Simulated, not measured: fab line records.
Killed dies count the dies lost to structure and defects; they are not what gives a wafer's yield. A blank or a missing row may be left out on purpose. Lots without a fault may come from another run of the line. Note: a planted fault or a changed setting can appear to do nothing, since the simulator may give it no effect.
Which tool did it?    flow gf180mcu    14 lots with 42 wafers sampled at 5 steps, on a route of 602 steps

== WHAT THE GAUGES SHOWED, per wafer ==
GF_STI_THK_MEAS_02.
lot   measured     on            STI_OXIDATION_THK (nm)
L685  day 1 14:29  filmMetro-04  10.00 10.04 10.07
L686  day 1 19:00  filmMetro-04  9.96 9.99 9.90
L688  day 2 05:28  filmMetro-03  10.06 10.05 9.97
L690  day 2 13:53  filmMetro-04  9.71 9.94 9.85
L692  day 3 03:55  filmMetro-01  9.81 9.69 9.90
L693  day 3 03:56  filmMetro-04  9.96 9.91 9.85
L695  day 3 13:31  filmMetro-01  10.26 10.15 10.31
L696  day 3 20:01  filmMetro-04  10.04 10.16 10.04
L698  day 4 04:41  filmMetro-01  9.98 9.92 9.89
L700  day 4 14:59  filmMetro-01  10.04 9.75 9.87
L704  day 5 10:31  filmMetro-04  10.02 10.04 10.02
L706  day 5 21:17  filmMetro-04  9.72 9.97 9.70
L707  day 6 01:31  filmMetro-01  9.62 9.58 9.81
L708  day 6 06:31  filmMetro-01  9.84 9.75 9.75

GF_HV_LDD_THK_MEAS_55.
lot   measured      on            HV_LDD_CVD_54_THK (nm)
L685  day 13 00:23  filmMetro-03  9.91 9.96 10.13
L686  day 13 02:38  filmMetro-01  10.00 9.93 9.88
L688  day 13 23:28  filmMetro-02  10.05 9.96 9.92
L690  day 14 02:59  filmMetro-03  9.94 9.94 9.99
L692  day 15 02:29  filmMetro-02  9.83 10.04 9.98
L693  day 15 03:32  filmMetro-03  9.91 9.97 9.85
L695  day 15 13:48  filmMetro-02  9.87 9.68 9.81
L696  day 16 05:11  filmMetro-03  9.74 9.73 9.60
L698  day 16 23:52  filmMetro-01  6.67 6.82 6.76
L700  day 17 13:25  filmMetro-02  6.41 6.61 6.62
L704  day 19 02:27  filmMetro-02  9.67 9.82 9.64
L706  day 19 09:59  filmMetro-03  9.84 9.86 9.91
L707  day 19 16:43  filmMetro-02  9.94 9.96 9.89
L708  day 20 03:47  filmMetro-03  9.98 10.06 9.94

GF_M1_RS_MEAS_05: measurement is done with a four-point probe.
lot   measured      on            M1_ALCU_RS (ohm/sq)
L685  day 16 15:58  filmMetro-02  0.0704 0.0694 0.0700
L686  day 16 19:05  filmMetro-04  0.0693 0.0682 0.0687
L688  day 17 17:14  filmMetro-02  0.0699 0.0705 0.0703
L690  day 17 23:55  filmMetro-04  0.0689 0.0698 0.0691
L692  day 19 03:31  filmMetro-04  0.0699 0.0690 0.0692
L693  day 19 04:31  filmMetro-02  0.0685 0.0682 0.0681
L695  day 19 15:52  filmMetro-04  0.0712 0.0706 0.0706
L696  day 20 08:07  filmMetro-04  0.0709 0.0702 0.0692
L698  day 21 05:02  filmMetro-02  0.0684 0.0686 0.0700
L700  day 21 17:47  filmMetro-04  0.0703 0.0690 0.0693
L704  day 23 05:21  filmMetro-04  0.0690 0.0698 0.0688
L706  day 23 13:38  filmMetro-01  0.0705 0.0683 0.0696
L707  day 23 20:39  filmMetro-02  0.0700 0.0696 0.0710
L708  day 24 06:18  filmMetro-04  0.0691 0.0689 0.0691

== WHAT TOOL EACH LOT RAN ON (gives the tool, then ch and the chambers of the sampled wafers, and finally the start) ==
lot   GF_HV_LDD_CVD_54             GF_SAB_ETCH_11
L685  lpcvd-01 ch 0, day 12 22:04  rieDiel-01 ch 2,3, day 15 15:38
L686  lpcvd-02 ch 0, day 13 01:36  rieDiel-04 ch 1,3, day 15 17:50
L688  lpcvd-01 ch 1, day 13 21:56  rieDiel-04 ch 0,2,3, day 16 16:29
L690  lpcvd-02 ch 0, day 14 01:58  rieDiel-04 ch 1,3, day 16 21:41
L692  lpcvd-02 ch 0, day 15 01:28  rieDiel-04 ch 0,2,3, day 18 00:11
L693  lpcvd-02 ch 1, day 15 02:29  rieDiel-03 ch 0,2,3, day 18 01:41
L695  lpcvd-01 ch 0, day 15 12:16  rieDiel-04 ch 1,2,3, day 18 11:49
L696  lpcvd-01 ch 0, day 16 04:10  rieDiel-01 ch 0,1, day 19 04:57
L698  lpcvd-01 ch 1, day 16 22:51  rieDiel-03 ch 0,1, day 20 01:55
L700  lpcvd-01 ch 0, day 17 12:23  rieDiel-03 ch 1,2, day 20 15:28
L704  lpcvd-02 ch 1, day 19 01:26  rieDiel-04 ch 1,2,3, day 22 03:56
L706  lpcvd-02 ch 1, day 19 08:58  rieDiel-01 ch 1,2,3, day 22 11:41
L707  lpcvd-02 ch 0, day 19 15:41  rieDiel-04 ch 0,3, day 22 18:49
L708  lpcvd-01 ch 1, day 20 02:46  rieDiel-01 ch 1,3, day 23 05:14
- GF_HV_LDD_CVD_54: deposits SiO2 from TEOS, target thk 10 nm, time 75 s.
- GF_SAB_ETCH_11: etches SiO2 in C4F8/O2/Ar, target depth 55 nm, time 8.5 s.

== AS READ BY THE TOOLS THEMSELVES (means over the sampled wafers that have a number; for cases with no such wafer, the mark the record gives instead) ==
GF_SAB_ETCH_11.
lot   tool        oesProductAu (a.u.)
L685  rieDiel-01  1.013
L686  rieDiel-04  0.993
L688  rieDiel-04  0.982
L690  rieDiel-04  0.996
L692  rieDiel-04  0.981
L693  rieDiel-03  1.008
L695  rieDiel-04  0.987
L696  rieDiel-01  0.994
L698  rieDiel-03  1.017
L700  rieDiel-03  0.998
L704  rieDiel-04  0.978
L706  rieDiel-01  1.002
L707  rieDiel-04  0.981
L708  rieDiel-01  0.981

== THE ANSWER, worked out from the rows above alone ==
Rule: the usual values come from the lots themselves. Put in order of their means at a reading, lots are off if they are a third of the lots or fewer, leave a main group of 4 or more, and stand apart from it by a gap of 3 or more times the standard deviation of the main group's means; of several such gaps the widest counts. Not used: any main group whose means are identical at the precision the tables above print for the reading. A lot without any number at a reading at which 4 lots or more have one is off too. The other lots that the step has rows for count as sound. First the gauges in route order, then the tools' own readings, where a lot's mean is used as printed above. The first step at which some lot is off is used, and at that step the reading that is off furthest; a lot without a number counts as furthest.
Off: at GF_HV_LDD_THK_MEAS_55 (HV_LDD_CVD_54_THK), L698, L700. The main group has a mean of 9.89 nm with a standard deviation of 0.1.
If a tool, at a process step before that reading, ran all the lots that are off and no sound lot after the first of them, it fits. The gauges at GF_HV_LDD_THK_MEAS_55 are tried like those tools. Of those tried, none fits.

== WHAT HAD BEEN PUT IN BY THE SIMULATOR ==
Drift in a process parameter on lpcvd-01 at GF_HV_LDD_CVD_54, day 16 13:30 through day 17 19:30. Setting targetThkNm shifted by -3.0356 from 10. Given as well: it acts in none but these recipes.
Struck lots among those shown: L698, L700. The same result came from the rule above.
